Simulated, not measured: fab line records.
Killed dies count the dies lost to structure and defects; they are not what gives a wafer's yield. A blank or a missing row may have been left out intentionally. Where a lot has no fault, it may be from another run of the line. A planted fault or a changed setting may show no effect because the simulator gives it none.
fab line records	flow gf180mcu
record: lots: 12	wafers: 36	last-day: 34
route steps=602 shown V3@432 M4@472
lots with no fault: from the same line, run without faults
start-h: start of the lot's first displayed wafer, in hours after the record's first day	wait-h: time in hours since the lot's previous step	" identical to the entry in the row above	L1.1+2: a single row standing in for several wafers	- value missing, or start not given	* or withheld: withheld	< > ~ a bound
route shown NAME@n: a module of which the file shows steps, and the number in the route of the first	usual: mean and standard deviation over wafers with no fault	same: alike in all rows	chamber/n: place in a boat	sites: per-site readings	_std_site: how widely they spread, as a standard deviation	_edge_site: mean of outer sites minus mean of inner sites	radius-mm: for every site, how far away it sits from the centre of the wafer	mask NAME#n: copy n	behind: tool/chamber where the wafer was last shaped	hold: reason for holding the lot/hours on hold/outcome of the hold	device: whichever transistor did not switch (one of n, p or np)	end of line: tests run on the same wafers once the route is complete	a step with no rows: only its recipe	killed: dies that structure and defects cost at the first sort, which is not the same as the wafer's yield	map: dies across one wafer; x = killed, . = not, _ = none there
set.NAME: the run value of the setting; set.NAME@STEP: its run value at that earlier step	model.NAME: the simulator's own value behind a step, which no gauge read
the route's steps for a sample of lots (tables are steps, rows are wafers)
services: when a tool's chamber went out of use (start-h, in hours from the record's first day, below 0 if earlier), for how many hours, and the reason
== steps ==
step: GF_V3_THK_MEAS_03
recipe: reads: SiO2_of_V3_CVD_02
usual: V3_CVD_02_THK: 851/13
lot.wafer	tool	chamber	start-h	wait-h	V3_CVD_02_THK[nm]
L105.2	film-metro-02	-	507.37	0.0	855
L105.5	"	-	"	"	848
L105.6	"	-	"	"	852
L107.1	film-metro-02	-	526.72	0.0	840
L107.3	"	-	"	"	845
L107.6	"	-	"	"	864
L108.1	film-metro-04	-	532.94	0.0	825
L108.2	"	-	"	"	844
L108.5	"	-	"	"	860
L113.3	film-metro-02	-	580.06	0.1	846
L113.5	"	-	"	"	849
L113.6	"	-	"	"	876
L114.2	film-metro-03	-	582.87	0.0	855
L114.3	"	-	"	"	839
L114.6	"	-	"	"	860
L116.1	film-metro-03	-	601.64	0.0	844
L116.2	"	-	"	"	845
L116.4	"	-	"	"	877
L118.1	film-metro-02	-	613.07	0.0	826
L118.5	"	-	"	"	852
L118.6	"	-	"	"	861
L120.1	film-metro-04	-	634.32	0.0	844
L120.3	"	-	"	"	855
L120.6	"	-	"	"	855
L123.1	film-metro-02	-	648.05	0.0	851
L123.4	"	-	"	"	871
L123.5	"	-	"	"	861
L124.4	film-metro-03	-	652.47	0.0	870
L124.5	"	-	"	"	855
L124.6	"	-	"	"	872
L125.1	film-metro-04	-	667.24	0.0	863
L125.4	"	-	"	"	867
L125.5	"	-	"	"	866
L126.1	film-metro-02	-	671.84	0.0	850
L126.2	"	-	"	"	858
L126.4	"	-	"	"	862
step: GF_V3_OVL_MEAS_15
usual: V3_OVL: -2/6.1
lot.wafer	tool	chamber	start-h	wait-h	V3_OVL[nm]
L105.2	overlay-01	-	531.20	0.1	-8
L105.5	"	-	"	"	-4
L105.6	"	-	"	"	-2
L107.1	overlay-01	-	549.58	0.1	2
L107.3	"	-	"	"	4
L107.6	"	-	"	"	1
L108.1	overlay-02	-	555.54	0.1	-7
L108.2	"	-	"	"	-7
L108.5	"	-	"	"	-8
L113.3	overlay-02	-	601.40	0.1	3
L113.5	"	-	"	"	5
L113.6	"	-	"	"	7
L114.2	overlay-02	-	604.87	0.1	1
L114.3	"	-	"	"	1
L114.6	"	-	"	"	-3
L116.1	overlay-01	-	622.91	0.1	-11
L116.2	"	-	"	"	-13
L116.4	"	-	"	"	-11
L118.1	overlay-02	-	634.59	0.1	-7
L118.5	"	-	"	"	-9
L118.6	"	-	"	"	-13
L120.1	overlay-02	-	654.41	0.1	2
L120.3	"	-	"	"	0
L120.6	"	-	"	"	2
L123.1	overlay-01	-	668.09	0.1	0
L123.4	"	-	"	"	-3
L123.5	"	-	"	"	2
L124.4	overlay-02	-	672.74	0.1	-5
L124.5	"	-	"	"	-2
L124.6	"	-	"	"	-4
L125.1	overlay-01	-	687.26	0.1	-11
L125.4	"	-	"	"	-9
L125.5	"	-	"	"	-13
L126.1	overlay-02	-	690.29	0.1	-5
L126.2	"	-	"	"	-6
L126.4	"	-	"	"	-9
step: GF_V3_RS_MEAS_24
recipe: thk-meas-gauge: four-point-probe	reads: W_of_V3_CVD_23+TiN_of_V3_SPUTTER_22+Ti_of_V3_SPUTTER_21
usual: V3_W_RS: 0.328/0.0042
lot.wafer	tool	chamber	start-h	wait-h	V3_W_RS[ohm/sq]
L105.2	film-metro-02	-	532.13	0.1	0.329
L105.5	"	-	"	"	0.325
L105.6	"	-	"	"	0.326
L107.1	film-metro-03	-	550.50	0.1	0.327
L107.3	"	-	"	"	0.329
L107.6	"	-	"	"	0.333
L108.1	film-metro-03	-	556.48	0.1	0.333
L108.2	"	-	"	"	0.336
L108.5	"	-	"	"	0.336
L113.3	film-metro-02	-	602.34	0.1	0.326
L113.5	"	-	"	"	0.327
L113.6	"	-	"	"	0.331
L114.2	film-metro-03	-	605.80	0.1	0.328
L114.3	"	-	"	"	0.334
L114.6	"	-	"	"	0.333
L116.1	film-metro-03	-	623.85	0.1	0.326
L116.2	"	-	"	"	0.327
L116.4	"	-	"	"	0.326
L118.1	film-metro-02	-	635.54	0.1	0.329
L118.5	"	-	"	"	0.336
L118.6	"	-	"	"	0.326
L120.1	film-metro-04	-	655.32	0.1	0.325
L120.3	"	-	"	"	0.324
L120.6	"	-	"	"	0.325
L123.1	film-metro-02	-	669.01	0.1	0.326
L123.4	"	-	"	"	0.324
L123.5	"	-	"	"	0.334
L124.4	film-metro-04	-	673.70	0.1	0.326
L124.5	"	-	"	"	0.329
L124.6	"	-	"	"	0.325
L125.1	film-metro-02	-	688.18	0.1	0.330
L125.4	"	-	"	"	0.327
L125.5	"	-	"	"	0.330
L126.1	film-metro-04	-	691.23	0.1	0.325
L126.2	"	-	"	"	0.325
L126.4	"	-	"	"	0.327
step: GF_M4_METAL_ETCH_16
recipe: chemistry: Cl2/BCl3	mask-material: KrF	target-depth-nm: 750.8	stop-on: SiO2	pressure-mtorr: 8	icp-w: 800	bias-w: 140	Cl2_flow_sccm: 80	bcl3-flow-sccm: 40	time-s: 125.1
usual: drypump-motor-current-A: 5.8/0.35	oes-product-au: 0.992/0.0061	throttle-valve-pct: 28.228/0.011
lot.wafer	tool	chamber	start-h	wait-h	drypump-motor-current-A	oes-product-au	rf-hours-counter-h	throttle-valve-pct
L105.2	rie-metal-04	0	555.03	0.0	5.4	0.992	12	28.226
L105.5	"	0	"	"	5.4	0.987	-	28.233
L105.6	"	1	"	"	6.1	0.990	-	28.237
L107.1	rie-metal-04	1	572.95	0.0	6.1	0.983	2	28.230
L107.3	"	0	"	"	5.4	0.990	-	28.218
L107.6	"	1	"	"	6.1	0.994	-	28.221
L108.1	rie-metal-03	0	578.85	0.0	5.5	0.996	11	28.239
L108.2	"	0	"	"	5.4	0.984	-	28.231
L108.5	"	0	"	"	5.4	0.986	-	28.241
L113.3	rie-metal-04	0	624.24	0.1	5.4	1.007	-	28.223
L113.5	"	0	"	"	5.4	1.002	-	28.210
L113.6	"	1	"	"	6.1	0.994	-	28.204
L114.2	rie-metal-04	0	627.08	0.0	5.4	0.999	0	28.213
L114.3	"	1	"	"	6.1	0.995	-	28.212
L114.6	"	1	"	"	6.1	1.006	-	28.213
L116.1	rie-metal-03	1	644.73	0.0	5.4	0.980	2	28.248
L116.2	"	0	"	"	5.5	0.986	13	28.228
L116.4	"	0	"	"	5.5	0.987	-	28.212
L118.1	rie-metal-03	1	656.00	0.0	5.4	0.988	2	28.244
L118.5	"	0	"	"	5.5	0.995	-	28.229
L118.6	"	1	"	"	5.4	0.998	-	28.221
L120.1	rie-metal-02	1	674.35	0.0	6.0	0.996	4	28.223
L120.3	"	1	"	"	6.0	0.994	-	28.231
L120.6	"	0	"	"	6.2	0.998	-	28.227
L123.1	rie-metal-04	1	688.78	0.0	6.1	1.002	7	28.214
L123.4	"	1	"	"	6.1	1.001	-	28.207
L123.5	"	1	"	"	6.1	0.989	-	28.233
L124.4	rie-metal-02	0	692.92	0.1	6.2	0.986	-	28.212
L124.5	"	1	"	"	6.0	0.993	-	28.235
L124.6	"	0	"	"	6.2	0.989	-	28.219
L125.1	rie-metal-03	0	707.99	0.0	5.5	0.994	0	28.234
L125.4	"	1	"	"	5.4	0.991	-	28.238
L125.5	"	0	"	"	5.5	0.998	-	28.212
L126.1	rie-metal-03	0	710.98	0.0	5.5	0.994	0	28.221
L126.2	"	1	"	"	5.4	0.996	6	28.232
L126.4	"	0	"	"	5.5	1.004	-	28.224
step: GF_M4_STRIP_17
recipe: chemistry: O2/N2	power-w: 1400	pressure-mtorr: 1500	platen-temp-c: 250	o2-flow-sccm: 3000	n2-flow-sccm: 300	overash-fraction: 0.5
usual: drypump-motor-current-A: 5.9/0.39	heater-power-w: 309/33	o2-flow-sccm: 3000/8.5	oes-product-au: 0.537/0.0048	strip-time-to-endpoint-s: 7.37/0.051
lot.wafer	tool	chamber	start-h	wait-h	drypump-motor-current-A	heater-power-w	o2-flow-sccm	oes-product-au	rf-hours-counter-h	strip-time-to-endpoint-s
L105.2	plasma-asher-04	0	555.16	0.1	6.4	362	3003	0.535	91	7.37
L105.5	"	0	"	"	6.4	368	3005	0.534	-	7.33
L105.6	"	1	"	"	5.3	293	2988	0.539	-	7.36
L107.1	plasma-asher-03	0	573.08	0.1	6.2	262	3003	0.535	47	7.40
L107.3	"	1	"	"	5.7	317	3011	0.542	-	7.39
L107.6	"	0	"	"	6.2	264	3011	0.534	-	7.39
L108.1	plasma-asher-04	0	579.11	0.2	6.4	361	3002	0.529	94	7.34
L108.2	"	1	"	"	5.3	296	2996	0.533	94	7.35
L108.5	"	1	"	"	5.3	290	3007	0.535	-	7.37
L113.3	plasma-asher-01	0	624.36	0.1	6.2	319	2991	0.460	-	5.54
L113.5	"	1	"	"	5.9	296	3002	0.453	-	5.50
L113.6	"	0	"	"	6.2	313	2981	0.459	-	5.44
L114.2	plasma-asher-03	1	627.21	0.1	5.7	326	2983	0.462	55	5.49
L114.3	"	1	"	"	5.7	323	2992	0.459	-	5.46
L114.6	"	1	"	"	5.7	333	2984	0.458	-	5.52
L116.1	plasma-asher-03	0	644.86	0.1	6.2	264	2997	0.538	57	7.44
L116.2	"	1	"	"	5.7	319	2996	0.544	57	7.42
L116.4	"	0	"	"	6.2	265	3013	0.534	-	7.39
L118.1	plasma-asher-01	0	656.13	0.1	6.2	308	2987	0.538	22	7.44
L118.5	"	1	"	"	5.9	288	2990	0.542	-	7.43
L118.6	"	0	"	"	6.2	316	3005	0.539	-	7.44
L120.1	plasma-asher-03	1	674.52	0.1	5.8	329	3018	0.526	61	7.31
L120.3	"	1	"	"	5.8	328	3008	0.540	-	7.34
L120.6	"	0	"	"	6.2	261	3010	0.538	-	7.40
L123.1	plasma-asher-04	1	688.91	0.1	5.3	300	3011	0.532	108	7.32
L123.4	"	1	"	"	5.3	298	3016	0.536	-	7.35
L123.5	"	1	"	"	5.3	293	3015	0.537	-	7.30
L124.4	plasma-asher-03	1	693.04	0.1	5.8	326	2993	0.535	-	7.37
L124.5	"	1	"	"	5.8	325	3002	0.538	-	7.40
L124.6	"	0	"	"	6.2	263	2996	0.545	-	7.41
L125.1	plasma-asher-01	0	708.12	0.1	6.2	312	2993	0.535	28	7.32
L125.4	"	0	"	"	6.2	315	2999	0.540	-	7.43
L125.5	"	0	"	"	6.2	319	2988	0.537	-	7.33
L126.1	plasma-asher-04	1	711.11	0.1	5.3	289	2996	0.529	111	7.27
L126.2	"	0	"	"	6.4	363	3004	0.537	111	7.41
L126.4	"	1	"	"	5.3	298	2992	0.534	-	7.26
== services ==
tool	chamber	start-h	hours	kind
rie-metal-03	1	577.01	-	clean
rie-metal-03	1	577.01	16.7	scheduled-down
rie-metal-03	1	577.01	16.7	vent-cycle
plasma-asher-01	-	577.50	13.9	pm
rie-metal-03	-	580.66	14.6	pm
rie-metal-04	0	600.69	-	clean
rie-metal-04	0	600.69	13.3	scheduled-down
rie-metal-04	0	600.69	13.3	vent-cycle
plasma-asher-01	-	627.11	14.6	pm
plasma-asher-01	-	643.93	7.2	repair
plasma-asher-03	-	662.30	2.3	repair
rie-metal-03	0	674.25	-	clean
rie-metal-03	0	674.25	23.9	scheduled-down
rie-metal-03	0	674.25	23.9	vent-cycle
plasma-asher-03	-	706.30	15.6	pm
== key ==
first-sign: step: GF_M4_METAL_ETCH_16	reading: throttle-valve-pct	direction: down	sigmas: 1.5	usual: 28.228	struck: 28.212
effect: step: GF_M4_STRIP_17	reading: strip-time-to-endpoint-s	direction: down	sigmas: 37	usual: *	struck: *
met-at GF_M4_METAL_ETCH_16
struck-lots L113,L114
not-acting-at GF_V3_THK_MEAS_03,GF_V3_OVL_MEAS_15,GF_V3_RS_MEAS_24
onset-between 572.95 624.24
fault: kind: process-parameter-drift	tool: rie-metal-04	chamber: -	onset-h: 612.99	steps: GF_M4_METAL_ETCH_16	channel: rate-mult	offset: 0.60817	shape: step	end-h: 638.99
